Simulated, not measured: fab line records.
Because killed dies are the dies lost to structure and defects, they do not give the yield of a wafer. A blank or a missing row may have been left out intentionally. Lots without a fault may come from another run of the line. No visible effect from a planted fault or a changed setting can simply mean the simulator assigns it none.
Chamber matching :: flow gf180mcu :: 4 sister chambers for GF_STI_CMP_25 on cmp-02
The step polishes, stops on Si3N4, t overpolish 33 s, target thk 524.6 nm. 4 wafers are shown with their chamber, then 12 later ones without.

WAFERS, EACH WITH ITS CHAMBER
wafer: L083.4
chamber: 1
motor current A (A): 11.3

wafer: L085.2
chamber: 3
motor current A (A): 12.3

wafer: L086.4
chamber: 2
motor current A (A): 12.2

wafer: L086.5
chamber: 0
motor current A (A): 10.8

WAFERS WHOSE CHAMBER IS MISSING
wafer: L088.1
motor current A (A): 12.3

wafer: L088.3
motor current A (A): 11.8

wafer: L088.6
motor current A (A): 11.0

wafer: L089.1
motor current A (A): 11.3

wafer: L089.3
motor current A (A): 12.0

wafer: L089.5
motor current A (A): 11.7

wafer: L091.1
motor current A (A): 11.4

wafer: L091.2
motor current A (A): 11.3

wafer: L091.6
motor current A (A): 11.6

wafer: L097.2
motor current A (A): 11.9

wafer: L097.3
motor current A (A): 11.9

wafer: L097.4
motor current A (A): 10.9

THE CHAMBER EACH PASSED THROUGH
wafer: L088.1
from the rows above: can't be placed: 3 or 2
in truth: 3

wafer: L088.3
from the rows above: can't be placed: 2 or 1 or 3
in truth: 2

wafer: L088.6
from the rows above: can't be placed: 0 or 1
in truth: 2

wafer: L089.1
from the rows above: 1
in truth: 1

wafer: L089.3
from the rows above: can't be placed: 2 or 3
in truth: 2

wafer: L089.5
from the rows above: can't be placed: 1 or 2 or 3
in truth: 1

wafer: L091.1
from the rows above: 1
in truth: 1

wafer: L091.2
from the rows above: 1
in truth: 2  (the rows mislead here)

wafer: L091.6
from the rows above: can't be placed: 1 or 2 or 3
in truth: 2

wafer: L097.2
from the rows above: can't be placed: 2 or 3 or 1
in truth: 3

wafer: L097.3
from the rows above: can't be placed: 2 or 3 or 1
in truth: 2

wafer: L097.4
from the rows above: can't be placed: 0 or 1
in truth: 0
2 of 12 placed correctly. Not placeable from these rows: 9 (in 8, the candidates include the true chamber). Wrongly placed: 1.
How it was worked out, from the rows above alone: a wafer's distance from a chamber is the root of the sum, over the readings, of the square of ((its reading less the chamber's mean) divided by the reading's scatter). The wafer belongs to the nearest chamber; if the next one is less than 2 further off, it can't be placed. A chamber's mean is the mean of its shown wafers. The scatter (one wafer shown for each chamber): square how far every hidden wafer sits from the nearest shown wafer, average those squares and take the square root.
